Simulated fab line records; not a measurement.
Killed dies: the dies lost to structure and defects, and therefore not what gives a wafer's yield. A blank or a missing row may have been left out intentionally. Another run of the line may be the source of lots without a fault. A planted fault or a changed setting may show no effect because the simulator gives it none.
Matching of chambers + flow gf180mcu + cmp-01 running GF_V2_CMP_26: 4 sister chambers
The step polishes, stops on SiO2, t overpolish 15 s, target thk 0 nm. 8 wafers are shown with their chamber, then 10 later ones without.

== WAFERS WITH THEIR CHAMBER ==
| wafer  | chamber | motor-current-A (A) | overpolish-run-s (s) |
|--------|---------|---------------------|----------------------|
| L733.1 | 0       | 10.4                | 14.999               |
| L736.2 | 1       | 11.3                | 15.015               |
| L742.1 | 1       | 10.9                | 15.006               |
| L742.5 | 2       | 11.6                | 14.997               |
| L744.5 | 2       | 12.5                | 15.005               |
| L744.6 | 3       | 10.1                | 15.000               |
| L745.1 | 3       | 9.9                 | 14.997               |
| L745.3 | 0       | 10.1                | 15.009               |

== WAFERS WITH NO CHAMBER GIVEN ==
| wafer  | motor-current-A (A) | overpolish-run-s (s) |
|--------|---------------------|----------------------|
| L745.4 | 12.3                | 14.991               |
| L746.1 | 10.3                | 15.002               |
| L746.3 | 10.9                | 14.994               |
| L746.4 | 10.7                | 15.000               |
| L748.4 | 10.7                | 15.004               |
| L748.5 | 11.7                | 15.007               |
| L748.6 | 11.7                | 15.010               |
| L753.1 | 10.5                | 15.000               |
| L753.2 | 10.0                | 15.009               |
| L753.3 | 12.3                | 15.020               |

== CHAMBER TAKEN BY EACH ==
| wafer  | from the rows above               | in truth |
|--------|-----------------------------------|----------|
| L745.4 | 2                                 | 2        |
| L746.1 | can't be placed: 0 or 3           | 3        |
| L746.3 | can't be placed: 0 or 3 or 1 or 2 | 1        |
| L746.4 | can't be placed: 0 or 3 or 1      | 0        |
| L748.4 | can't be placed: 0 or 1 or 3      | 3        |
| L748.5 | can't be placed: 2 or 1           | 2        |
| L748.6 | can't be placed: 1 or 2           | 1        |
| L753.1 | can't be placed: 0 or 3 or 1      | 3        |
| L753.2 | can't be placed: 0 or 3 or 1      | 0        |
| L753.3 | can't be placed: 2 or 1           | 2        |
1 of 10 placed correctly. These rows do not allow placing 9 (true chamber among the candidates in 9). Wrongly placed: 0.
How it was worked out, from the rows above alone: a wafer's distance from a chamber is the root of the sum, over the readings, of the square of ((its reading less the chamber's mean) divided by the reading's scatter). If the next closest chamber is less than 2 further off than the closest, the wafer can't be placed; otherwise it belongs to the closest. A chamber's mean is the mean of its shown wafers. How the scatter is found: for the shown wafers, subtract from each reading the mean of its chamber, square and add these, divide the total by (wafers less chambers), then take the root.
